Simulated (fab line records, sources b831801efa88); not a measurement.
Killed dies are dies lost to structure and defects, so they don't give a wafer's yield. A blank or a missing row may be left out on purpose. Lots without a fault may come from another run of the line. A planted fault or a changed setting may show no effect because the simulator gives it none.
fab line records | flow sfq_line
record lots=6 wafers=18 last_day=89
route steps=325 shown M2@89
lots that met no fault: from a run of the same line without faults
start_h: hours from the record's first day to the start of the lot's first wafer shown | wait_h: hours since the lot's step before | " the same as in the row above | L1.1+2: a row that stands for several wafers | - no value, or no start given | * or withheld: withheld | < > ~ a bound
route shown NAME@n: a module of which the file shows steps, and the number in the route of the first | usual: mean/standard deviation of fault-free wafers | same: alike in all rows | chamber/n: place in a boat | sites: the reading at each site | _std_site: their standard deviation | _edge_site: outer sites' mean less inner sites' | radius_mm: how far each site lies from the wafer's centre | mask NAME#n: copy n | behind: the tool/chamber that last shaped the wafer | hold: why the lot was held/for how many hours/how that ended | device: the transistor (n, p or np) that didn't switch | end of line: the same wafers' tests at the end of the route | a step without rows: its recipe alone | killed: dies lost to structure and defects at the first sort, not the wafer's yield | map: a wafer's dies, x killed, . not, _ none there
set.NAME: the setting as run; set.NAME@STEP: as run at that earlier step | model.NAME: the simulator's own value behind a step, which no gauge read
lots at some steps of the route; a table a step, a row a wafer
services: from which hour (start_h, from the record's first day; less than 0 if before it) a tool's chamber was out of use, for how many hours, and why
## steps
# step SFQ_TRILAYER_M2_DEP_SPUTTER_055
# recipe material=Nb base_pressure_pa=1.33e-06 chamber_pressure_pa=0.1333 substrate_temp_c=20 resputter_cathode_voltage_v=400 target_thk_nm=200 power_w=2000 time_s=133.3
# usual cathode_dc_power_W=2000.0/0.35 substrate_temp_c=19.99/0.1 throttle_valve_pct=30.3/1.2
# columns lot.wafer tool chamber start_h wait_h cathode_dc_power_W substrate_temp_c throttle_valve_pct
L508.3 pvd_sputter-06 - 753.26 0.0 1999.6 19.98 29.7
L508.5 " - " " 1999.4 20.05 32.6
L508.6 " - " " 2000.4 20.23 30.1
L510.2 pvd_sputter-05 - 772.46 0.0 2000.2 20.09 30.3
L510.4 " - " " 1999.6 19.91 29.9
L510.5 " - " " 1999.5 20.07 29.8
L518.1 pvd_sputter-05 - 804.86 0.0 2000.6 19.76 30.0
L518.3 " - " " 1999.9 20.10 30.4
L518.5 " - " " 1999.7 19.81 31.3
L520.3 pvd_sputter-04 - 827.66 0.0 2000.1 19.97 29.7
L520.4 " - " " 2000.0 19.94 28.6
L520.5 " - " " 2000.3 20.02 32.4
L521.3 pvd_sputter-04 - 846.95 0.0 2000.4 19.79 29.5
L521.4 " - " " 1999.5 20.04 28.8
L521.6 " - " " 1999.4 20.10 28.7
L523.2 pvd_sputter-04 - 866.22 0.0 1999.8 19.81 32.5
L523.3 " - " " 1999.9 20.09 28.9
L523.6 " - " " 2000.0 20.03 28.6
# step SFQ_M2_RS_MEAS_914
# recipe thk_meas_gauge=four-point-probe reads=Nb_of_TRILAYER_M2_DEP_SPUTTER_055
# usual M2_NB_RS=0.892/0.0092
# columns lot.wafer tool chamber start_h wait_h M2_NB_RS[ohm/sq]
L508.3 film_metro-04 - 753.39 0.1 0.897
L508.5 " - " " 0.900
L508.6 " - " " 0.907
L510.2 film_metro-04 - 772.57 0.1 0.900
L510.4 " - " " 0.905
L510.5 " - " " 0.906
L518.1 film_metro-02 - 804.95 0.0 0.892
L518.3 " - " " 0.892
L518.5 " - " " 0.891
L520.3 film_metro-02 - 827.79 0.1 0.908
L520.4 " - " " 0.902
L520.5 " - " " 0.903
L521.3 film_metro-02 - 847.08 0.1 0.906
L521.4 " - " " 0.900
L521.6 " - " " 0.898
L523.2 film_metro-04 - 866.33 0.1 0.888
L523.3 " - " " 0.892
L523.6 " - " " 0.889
# step SFQ_TRILAYER_M2_LITHO_COAT_062
# recipe resist=BARC spin_rpm=3000 resist_thk_nm=62
# step SFQ_TRILAYER_M2_LITHO_COAT_057
# recipe resist=KrF spin_rpm=3000 resist_thk_nm=600
# step SFQ_TRILAYER_M2_LITHO_SOFTBAKE_061
# recipe temp_c=withheld time_s=withheld resist=KrF
# step SFQ_TRILAYER_M2_LITHO_EXPOSE_058
# recipe mask_id=M2 na=0.6 source_shape=conventional sigma_outer=0.65 target_cd_nm=500 dose_mj=14.4
# step SFQ_TRILAYER_M2_LITHO_PEB_060
# recipe peb_temp_c=115 peb_time_s=60 resist=KrF
# step SFQ_TRILAYER_M2_LITHO_DEVELOP_059
# recipe time_s=60 resist=KrF
# step SFQ_M2_OVL_MEAS_916
# usual M2_OVL=-4/6
# columns lot.wafer tool chamber start_h wait_h M2_OVL[nm]
L508.3 overlay-02 - 879.76 0.1 -5
L508.5 " - " " -4
L508.6 " - " " -3
L510.2 overlay-01 - 902.85 0.1 -6
L510.4 " - " " -5
L510.5 " - " " -6
L518.1 overlay-01 - 939.70 0.1 8
L518.3 " - " " 9
L518.5 " - " " 6
L520.3 overlay-01 - 955.31 0.1 -5
L520.4 " - " " -4
L520.5 " - " " -4
L521.3 overlay-01 - 970.91 0.1 -10
L521.4 " - " " -1
L521.6 " - " " -5
L523.2 overlay-02 - 993.83 0.1 -13
L523.3 " - " " -9
L523.6 " - " " -8
# step SFQ_TRILAYER_M2_BARC_OPEN_METAL_ETCH_077
# recipe mask_material=PR chemistry=O2 target_depth_nm=125 target=BARC icp_w=600 bias_w=80 pressure_mtorr=10 time_s=41.7
# usual drypump_motor_current_A=5.7/0.38 oes_product_au=0.686/0.0049
# columns lot.wafer tool chamber start_h wait_h drypump_motor_current_A oes_product_au rf_hours_counter_h
L508.3 rie_metal-04 0 879.81 0.0 5.8 0.696 -
L508.5 " 1 " " 6.0 0.684 -
L508.6 " 0 " " 5.8 0.680 -
L510.2 rie_metal-01 0 902.88 0.0 6.1 0.680 91
L510.4 " 1 " " 6.0 0.690 -
L510.5 " 0 " " 6.1 0.681 -
L518.1 rie_metal-01 0 939.73 0.0 6.1 0.700 98
L518.3 " 0 " " 6.1 0.678 -
L518.5 " 0 " " 6.1 0.686 -
L520.3 rie_metal-04 1 955.35 0.0 6.0 0.685 -
L520.4 " 0 " " 5.8 0.688 -
L520.5 " 1 " " 6.0 0.690 -
L521.3 rie_metal-01 1 970.95 0.0 6.0 0.681 -
L521.4 " 0 " " 6.1 0.688 -
L521.6 " 0 " " 6.1 0.688 -
L523.2 rie_metal-04 0 993.86 0.0 5.8 0.680 130
L523.3 " 0 " " 5.8 0.682 -
L523.6 " 1 " " 6.0 0.686 -
# step SFQ_TRILAYER_M2_ETCH_METAL_ETCH_060
# recipe target=Nb stop_on=SiO2 mask_material=PR chemistry=Cl2/Ar target_depth_nm=240 icp_w=600 bias_w=80 pressure_mtorr=10 time_s=120
# usual drypump_motor_current_A=5.7/0.38 oes_product_au=0.893/0.0071
# columns lot.wafer tool chamber start_h wait_h drypump_motor_current_A oes_product_au rf_hours_counter_h
L508.3 rie_metal-04 0 879.89 0.1 5.8 0.895 -
L508.5 " 1 " " 6.0 0.880 -
L508.6 " 0 " " 5.8 0.880 -
L510.2 rie_metal-01 0 902.94 0.0 6.1 0.886 91
L510.4 " 1 " " 6.0 0.889 -
L510.5 " 0 " " 6.1 0.877 -
L518.1 rie_metal-01 0 939.79 0.0 6.1 0.890 98
L518.3 " 0 " " 6.1 0.896 -
L518.5 " 0 " " 6.1 0.898 -
L520.3 rie_metal-04 1 955.43 0.1 6.0 0.876 -
L520.4 " 0 " " 5.8 0.888 -
L520.5 " 1 " " 6.0 0.891 -
L521.3 rie_metal-01 1 971.03 0.1 6.0 0.884 -
L521.4 " 0 " " 6.1 0.895 -
L521.6 " 0 " " 6.1 0.893 -
L523.2 rie_metal-04 0 993.92 0.0 5.8 0.896 130
L523.3 " 0 " " 5.8 0.887 -
L523.6 " 1 " " 6.0 0.896 -
# step SFQ_TRILAYER_M2_STRIP_STRIP_061
# recipe gas=O2 power_w=200 platen_temp_c=40 overash_fraction=0.65 chemistry=O2 pressure_mtorr=50
# usual drypump_motor_current_A=5.7/0.38 oes_product_au=0.996/0.0085 overash_fraction=0.65/0
# columns lot.wafer tool chamber start_h wait_h drypump_motor_current_A oes_product_au overash_fraction rf_hours_counter_h
L508.3 rie_metal-04 0 880.17 0.2 5.8 1.009 0.65 -
L508.5 " 1 " " 6.0 1.002 0.65 -
L508.6 " 0 " " 5.8 1.014 0.65 -
L510.2 rie_metal-01 0 903.07 0.1 6.1 0.993 0.65 91
L510.4 " 1 " " 6.0 1.002 0.65 -
L510.5 " 0 " " 6.1 0.990 0.65 -
L518.1 rie_metal-01 0 939.92 0.1 6.1 0.998 0.91 98
L518.3 " 0 " " 6.1 1.000 0.91 -
L518.5 " 0 " " 6.1 0.998 0.91 -
L520.3 rie_metal-04 1 955.72 0.2 6.0 0.989 0.65 -
L520.4 " 0 " " 5.8 0.997 0.65 -
L520.5 " 1 " " 6.0 0.989 0.65 -
L521.3 rie_metal-01 1 971.32 0.2 6.0 1.002 0.65 -
L521.4 " 0 " " 6.1 1.003 0.91 -
L521.6 " 0 " " 6.1 0.995 0.91 -
L523.2 rie_metal-04 0 994.04 0.1 5.8 1.004 0.65 130
L523.3 " 0 " " 5.8 1.007 0.65 -
L523.6 " 1 " " 6.0 0.998 0.65 -
# step SFQ_TRILAYER_M2_STRIP_SOLV_CLEAN_062
# recipe chemistry=NMP temp_c=70 time_s=600
## services
# columns tool chamber start_h hours kind
pvd_sputter-04 - 734.52 2.4 repair
pvd_sputter-06 - 764.70 2.1 repair
rie_metal-01 1 771.57 - clean
rie_metal-01 1 771.57 15.2 scheduled_down
rie_metal-01 1 771.57 15.2 vent_cycle
pvd_sputter-04 - 786.47 6.8 repair
pvd_sputter-05 - 826.53 4.0 repair
rie_metal-04 1 858.16 13.8 repair
rie_metal-01 - 869.98 1.7 repair
pvd_sputter-05 - 893.11 3.8 repair
rie_metal-04 - 900.07 14.6 pm
rie_metal-04 - 936.31 0.4 repair
pvd_sputter-05 - 965.94 12.5 repair
rie_metal-01 - 988.25 0.2 repair
## key
first_sign step=SFQ_TRILAYER_M2_STRIP_STRIP_061 reading=overash_fraction direction=up sigmas=99+ usual=0.65 struck=0.91
effect none on later readings
met_at SFQ_TRILAYER_M2_STRIP_STRIP_061
struck_wafers L518.1,L518.3,L518.5,L521.4,L521.6
onset_between 903.07 939.92
fault kind=process_parameter_drift tool=rie_metal-01 chamber=0 onset_h=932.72 steps=SFQ_TRILAYER_M2_STRIP_STRIP_061 channel=overash_fraction offset=0.26 shape=step end_h=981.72 acts_in=these_recipes_only stated=0.65
